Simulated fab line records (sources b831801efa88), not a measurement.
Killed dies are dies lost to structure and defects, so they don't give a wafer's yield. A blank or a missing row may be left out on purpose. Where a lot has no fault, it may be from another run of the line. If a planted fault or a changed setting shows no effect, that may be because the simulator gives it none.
Matching of chambers | flow gf180mcu | GF_V4_ETCH_16 on rie diel-04: 4 sister chambers
The step etches BARC in N2/H2. 8 wafers are shown with their chamber, then 9 later ones without.

EACH WAFER AND ITS CHAMBER
wafer  | chamber | drypump motor current A (A) | h2 flow sccm (sccm)
L080.1 | 3       | 5.6                         | 201.0
L081.4 | 0       | 6.0                         | 200.1
L081.5 | 3       | 5.6                         | 200.9
L083.1 | 2       | 5.9                         | 200.1
L083.3 | 0       | 5.9                         | 200.0
L086.1 | 2       | 5.9                         | 200.3
L086.4 | 1       | 4.8                         | 199.6
L086.6 | 1       | 4.8                         | 199.4

WAFERS MISSING THEIR CHAMBER
wafer  | drypump motor current A (A) | h2 flow sccm (sccm)
L089.4 | 5.6                         | 200.4
L089.5 | 5.6                         | 200.7
L089.6 | 4.8                         | 199.7
L091.4 | 4.8                         | 200.6
L091.5 | 5.6                         | 199.4
L091.6 | 6.0                         | 200.6
L096.2 | 5.9                         | 200.0
L096.4 | 5.9                         | 200.2
L096.6 | 5.6                         | 199.0

EACH ONE'S CHAMBER
wafer  | from the rows above     | in truth
L089.4 | 3                       | 3
L089.5 | 3                       | 3
L089.6 | 1                       | 1
L091.4 | 1                       | 1
L091.5 | can't be placed: 2 or 0 | 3
L091.6 | can't be placed: 2 or 0 | 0
L096.2 | can't be placed: 0 or 2 | 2
L096.4 | can't be placed: 2 or 0 | 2
L096.6 | can't be placed: 0 or 2 | 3
Placed correctly: 4 of 9. Can't be placed from these rows: 5 (the true chamber is among the candidates in 3). Number placed wrongly: 0.
How it was worked out, from the rows above alone: a wafer's distance from a chamber is the root of the sum, over the readings, of the square of ((its reading less the chamber's mean) divided by the reading's scatter). If the next closest chamber is less than 2 further off than the closest, the wafer can't be placed; otherwise it belongs to the closest. A chamber's mean is the mean of its shown wafers. The scatter: take each reading less its chamber's mean, square it, sum over the shown wafers, divide by the number of wafers less the number of chambers, and take the root.
